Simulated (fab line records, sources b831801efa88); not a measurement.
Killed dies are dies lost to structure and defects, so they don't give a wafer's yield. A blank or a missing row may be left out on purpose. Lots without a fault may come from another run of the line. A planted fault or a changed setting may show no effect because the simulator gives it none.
fab line records | flow gf180mcu
record lots=14 wafers=42 last_day=34
route steps=602 shown HV_LDD@219 V2@408 M3@409 M4@456
lots that met no fault: from a run of the same line without faults
start_h: hours from the record's first day to the start of the lot's first wafer shown | wait_h: hours since the lot's step before | " the same as in the row above | L1.1+2: a row that stands for several wafers | - no value, or no start given | * or withheld: withheld | < > ~ a bound
route shown NAME@n: a module of which the file shows steps, and the number in the route of the first | usual: mean/standard deviation of fault-free wafers | same: alike in all rows | chamber/n: place in a boat | sites: the reading at each site | _std_site: their standard deviation | _edge_site: outer sites' mean less inner sites' | radius_mm: how far each site lies from the wafer's centre | mask NAME#n: copy n | behind: the tool/chamber that last shaped the wafer | hold: why the lot was held/for how many hours/how that ended | device: the transistor (n, p or np) that didn't switch | end of line: the same wafers' tests at the end of the route | a step without rows: its recipe alone | killed: dies lost to structure and defects at the first sort, not the wafer's yield | map: a wafer's dies, x killed, . not, _ none there
set.NAME: the setting as run; set.NAME@STEP: as run at that earlier step | model.NAME: the simulator's own value behind a step, which no gauge read
steps of the route over a sample of lots; a table a step, a row a wafer
services: from which hour (start_h, from the record's first day; less than 0 if before it) a tool's chamber was out of use, for how many hours, and why
## steps
# step GF_HV_LDD_EXPOSE_43
# recipe mask_id=Pplus_HV_AREA target_cd_nm=400 na=0.6 source_shape=conventional sigma_outer=0.6 dose_mj=140
# same sigma_outer=0.6
# columns lot.wafer tool chamber start_h wait_h mask
L899.3+4+6 iline_stepper-02 0 264.23 - Pplus_HV_AREA#0
L900.1+2+4 iline_stepper-02 0 273.95 - Pplus_HV_AREA#0
L901.1+3+4 iline_stepper-02 0 283.75 - Pplus_HV_AREA#0
L903.2+4+5 iline_stepper-01 0 303.80 - Pplus_HV_AREA#0
L906.1+5+6 iline_stepper-01 0 318.05 - Pplus_HV_AREA#0
L907.1+4+5 iline_stepper-01 0 321.85 - Pplus_HV_AREA#0
L908.2+4+6 iline_stepper-02 0 331.73 - Pplus_HV_AREA#0
L909.3+4+6 iline_stepper-01 0 344.42 - Pplus_HV_AREA#0
L914.1+2+4 iline_stepper-01 0 381.39 - Pplus_HV_AREA#0
L916.2+4+5 iline_stepper-01 0 402.05 - Pplus_HV_AREA#0
L918.2+3+5 iline_stepper-01 0 414.55 - Pplus_HV_AREA#0
L920.1+2+4 iline_stepper-02 0 427.43 - Pplus_HV_AREA#0
L921.1+2+6 iline_stepper-02 0 445.98 - Pplus_HV_AREA#0
L922.2+3+5 iline_stepper-02 0 455.24 - Pplus_HV_AREA#0
# step GF_HV_LDD_OVL_MEAS_47
# usual HV_LDD_03_OVL=0.1/1.5
# columns lot.wafer tool chamber start_h wait_h hold HV_LDD_03_OVL[nm]
L899.3 overlay-01 - 273.71 0.1 - 1.0
L899.4 " - " " - -0.1
L899.6 " - " " - 0.2
L900.1 overlay-02 - 283.35 0.1 - -2.4
L900.2 " - " " - -2.4
L900.4 " - " " - -1.2
L901.1 overlay-01 - 293.81 0.1 - -1.5
L901.3 " - " " - -2.9
L901.4 " - " " - -2.4
L903.2 overlay-01 - 313.51 0.1 - 0.8
L903.4 " - " " - 0.6
L903.5 " - " " - 1.8
L906.1 overlay-02 - 328.02 0.1 - -1.5
L906.5 " - " " - -0.5
L906.6 " - " " - -0.9
L907.1 overlay-01 - 332.07 0.1 - 0.6
L907.4 " - " " - 0.0
L907.5 " - " " - 1.1
L908.2 overlay-02 - 342.11 0.1 - 0.9
L908.4 " - " " - 0.2
L908.6 " - " " - 0.0
L909.3 overlay-02 - 354.69 0.1 - 1.3
L909.4 " - " " - -1.5
L909.6 " - " " - -0.8
L914.1 overlay-01 - 393.01 0.1 - 0.2
L914.2 " - " " - 1.8
L914.4 " - " " - -0.8
L916.2 overlay-02 - 413.33 0.1 await_dispo/0.2h/release -108.1
L916.4 " - " " await_dispo/0.2h/release -107.0
L916.5 " - " " await_dispo/0.2h/release -107.7
L916.2 overlay-02 - 413.53 0.2 - -108.0
L916.4 " - " " - -106.9
L916.5 " - " " - -107.7
L918.2 overlay-01 - 426.88 0.1 await_dispo/0.2h/release -104.3
L918.3 " - " " await_dispo/0.2h/release -103.5
L918.5 " - " " await_dispo/0.2h/release -104.2
L918.2 overlay-01 - 427.08 0.2 - -104.3
L918.3 " - " " - -103.6
L918.5 " - " " - -104.3
L920.1 overlay-02 - 439.67 0.1 - -1.7
L920.2 " - " " - -3.5
L920.4 " - " " - -2.9
L921.1 overlay-01 - 457.84 0.1 - 4.6
L921.2 " - " " - 1.3
L921.6 " - " " - 1.2
L922.2 overlay-01 - 466.81 0.1 - 0.6
L922.3 " - " " - 0.8
L922.5 " - " " - 2.4
# step GF_V2_CMP_26
# recipe stop_on=SiO2 down_force_psi=3.5 platen_rpm=60 t_overpolish_s=15 target_thk_nm=0 pad_velocity_m_s=0.94248
# usual motor_current_A=11.1/0.73 overpolish_run_s=15.000/0.0095 platen_rpm=60.00/0.04 retaining_ring_pressure_frac=1.000/0.0058 time_to_endpoint_s=85/3.4
# columns lot.wafer tool chamber start_h wait_h motor_current_A overpolish_run_s platen_rpm retaining_ring_pressure_frac time_to_endpoint_s
L899.4 cmp-01 3 464.70 0.0 10.8 14.981 59.94 1.002 89
L899.3 " 2 " " 10.2 15.008 60.01 0.998 88
L899.6 " 3 " " 10.9 15.000 60.00 1.006 91
L900.2 cmp-01 0 474.94 0.1 10.8 15.005 60.00 1.009 86
L900.4 " 1 " " 12.0 14.994 59.98 0.997 88
L900.1 " 2 " " 10.5 15.003 60.04 1.005 85
L901.4 cmp-01 2 488.30 0.0 10.3 15.009 60.00 0.993 81
L901.1 " 0 " " 10.3 14.999 59.97 1.003 81
L901.3 " 1 " " 12.1 14.994 60.04 1.001 86
L903.2 cmp-02 2 512.17 0.0 10.3 14.983 59.96 1.001 85
L903.4 " 1 " " 11.8 15.017 59.92 0.995 85
L903.5 " 3 " " 11.0 14.997 60.03 0.995 84
L906.1 cmp-01 2 529.08 0.2 10.8 14.985 60.00 1.002 80
L906.6 " 3 " " 10.5 14.996 60.01 1.006 83
L906.5 " 0 " " 10.3 15.000 60.03 1.000 80
L907.1 cmp-02 0 532.83 0.1 11.8 15.004 59.96 1.006 85
L907.4 " 2 " " 10.0 15.011 60.03 0.991 84
L907.5 " 0 " " 12.0 15.005 60.00 1.007 86
L908.2 cmp-01 3 541.98 0.1 11.0 15.008 59.97 1.002 86
L908.4 " 1 " " 11.8 15.006 59.98 1.002 84
L908.6 " 3 " " 10.6 15.002 59.95 1.003 83
L909.4 cmp-02 3 555.38 0.0 11.0 15.010 60.02 0.994 82
L909.3 " 1 " " 11.9 14.995 60.02 0.999 76
L909.6 " 0 " " 11.6 14.984 60.03 1.004 86
L914.4 cmp-02 1 591.39 0.3 11.8 15.004 60.05 1.001 88
L914.1 " 2 " " 10.5 15.005 60.01 0.999 82
L914.2 " 3 " " 10.8 14.990 59.92 0.990 84
L920.2 cmp-02 3 636.21 0.0 11.0 15.008 59.99 1.004 83
L920.1 " 1 " " 12.0 14.994 59.96 1.005 83
L920.4 " 2 " " 10.3 15.017 60.03 1.001 84
L921.1 cmp-01 0 648.13 0.1 10.2 14.997 60.03 0.999 88
L921.2 " 2 " " 10.3 14.992 60.01 1.001 88
L921.6 " 0 " " 10.0 14.994 59.96 0.998 89
L922.2 cmp-02 1 653.04 0.0 11.4 14.993 59.98 0.995 85
L922.3 " 3 " " 11.1 15.001 60.05 1.005 88
L922.5 " 1 " " 11.9 15.000 59.92 1.002 87
# step GF_M3_SPUTTER_00
# recipe material=Ti target_thk_nm=37.5 arriving_ion_energy_ev=80 substrate_temp_c=200 chamber_pressure_pa=2 power_w=4000 time_s=150
# usual throttle_valve_pct=30.2/1.2
# columns lot.wafer tool chamber start_h wait_h throttle_valve_pct
L899.3 pvd_sputter-03 - 465.00 0.1 30.7
L899.4 " - " " 31.2
L899.6 " - " " 29.9
L900.1 pvd_sputter-03 - 475.19 0.1 30.1
L900.2 " - " " 30.2
L900.4 " - " " 31.5
L901.1 pvd_sputter-03 - 488.60 0.1 31.2
L901.3 " - " " 30.1
L901.4 " - " " 30.4
L903.2 pvd_sputter-04 - 512.47 0.2 28.0
L903.4 " - " " 31.4
L903.5 " - " " 31.7
L906.1 pvd_sputter-02 - 529.23 0.1 29.2
L906.5 " - " " 30.1
L906.6 " - " " 28.9
L907.1 pvd_sputter-04 - 533.08 0.2 27.9
L907.4 " - " " 31.5
L907.5 " - " " 30.5
L908.2 pvd_sputter-04 - 542.23 0.2 31.4
L908.4 " - " " 27.8
L908.6 " - " " 28.1
L909.3 pvd_sputter-04 - 555.68 0.1 30.8
L909.4 " - " " 31.7
L909.6 " - " " 27.8
L914.1 pvd_sputter-02 - 591.64 0.1 29.1
L914.2 " - " " 30.2
L914.4 " - " " 29.0
L920.1 pvd_sputter-03 - 636.51 0.1 30.4
L920.2 " - " " 29.9
L920.4 " - " " 30.4
L921.1 pvd_sputter-03 - 648.46 0.3 31.4
L921.2 " - " " 30.6
L921.6 " - " " 30.3
L922.2 pvd_sputter-02 - 653.34 0.2 29.4
L922.3 " - " " 29.0
L922.5 " - " " 32.0
# step GF_M4_SPUTTER_00
# recipe material=Ti target_thk_nm=37.5 arriving_ion_energy_ev=80 substrate_temp_c=200 chamber_pressure_pa=2 power_w=4000 time_s=150
# usual throttle_valve_pct=29.7/1.5
# columns lot.wafer tool chamber start_h wait_h throttle_valve_pct
L899.3 pvd_sputter-02 - 515.90 0.1 32.2
L899.4 " - " " 28.9
L899.6 " - " " 29.1
L900.1 pvd_sputter-01 - 525.69 0.1 27.8
L900.2 " - " " 28.4
L900.4 " - " " 29.5
L901.1 pvd_sputter-02 - 539.22 0.2 32.3
L901.3 " - " " 29.0
L901.4 " - " " 30.2
L903.2 pvd_sputter-01 - 562.40 0.2 31.7
L903.4 " - " " 27.9
L903.5 " - " " 27.7
L906.1 pvd_sputter-01 - 576.08 0.1 31.6
L906.5 " - " " 31.8
L906.6 " - " " 29.5
L907.1 pvd_sputter-01 - 581.18 0.2 29.7
L907.4 " - " " 27.9
L907.5 " - " " 28.5
L908.2 pvd_sputter-01 - 589.88 0.1 32.0
L908.4 " - " " 28.3
L908.6 " - " " 28.3
L909.3 pvd_sputter-04 - 602.56 0.2 31.9
L909.4 " - " " 31.1
L909.6 " - " " 27.9
L914.1 pvd_sputter-02 - 636.24 0.1 29.1
L914.2 " - " " 32.2
L914.4 " - " " 28.8
L920.1 pvd_sputter-04 - 679.14 0.1 28.1
L920.2 " - " " 31.1
L920.4 " - " " 31.5
L921.1 pvd_sputter-02 - 691.18 0.1 30.0
L921.2 " - " " 29.0
L921.6 " - " " 29.1
L922.2 pvd_sputter-02 - 695.28 0.2 28.8
L922.3 " - " " 29.2
L922.5 " - " " 32.3
## services
# columns tool chamber start_h hours kind
cmp-01 - 260.66 0.6 repair
cmp-01 - 281.40 4.7 pm
cmp-01 - 296.29 5.1 pm
cmp-02 - 308.87 0.8 repair
iline_stepper-01 - 310.82 0.8 repair
iline_stepper-01 - 315.94 1.7 pm
iline_stepper-02 - 317.60 4.4 pm
iline_stepper-01 - 340.81 2.4 repair
cmp-02 - 361.76 0.5 repair
cmp-02 - 367.26 4.6 pm
pvd_sputter-02 - 374.29 1.5 repair
cmp-01 - 388.86 1.2 repair
cmp-01 - 404.44 4.0 pm
cmp-02 - 404.82 1.9 repair
iline_stepper-02 - 414.83 1.7 pm
iline_stepper-01 - 436.48 2.1 pm
cmp-02 - 442.73 5.3 repair
pvd_sputter-02 - 500.35 3.0 repair
pvd_sputter-02 - 532.79 3.6 repair
iline_stepper-01 - 534.12 1.7 pm
iline_stepper-02 - 534.95 1.0 repair
pvd_sputter-02 - 561.35 1.7 repair
iline_stepper-01 - 577.98 2.8 repair
iline_stepper-02 - 632.92 1.7 pm
## key
first_sign step=GF_HV_LDD_OVL_MEAS_47 reading=visit direction=added
effect step=GF_HV_LDD_OVL_MEAS_47 reading=HV_LDD_03_OVL direction=down sigmas=72 usual=0.1 struck=-105.8
met_at GF_HV_LDD_EXPOSE_43
struck_lots L916,L918
scrapped_behind GF_HV_LDD_OVL_MEAS_47 L916.2,L916.4,L916.5,L918.2,L918.3,L918.5
not_acting_at GF_V2_CMP_26,GF_M3_SPUTTER_00,GF_M4_SPUTTER_00
onset_between 381.39 402.05
fault kind=scanner_matching_overlay tool=iline_stepper-01 chamber=- onset_h=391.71 steps=GF_HV_LDD_EXPOSE_43 offset=-107.41
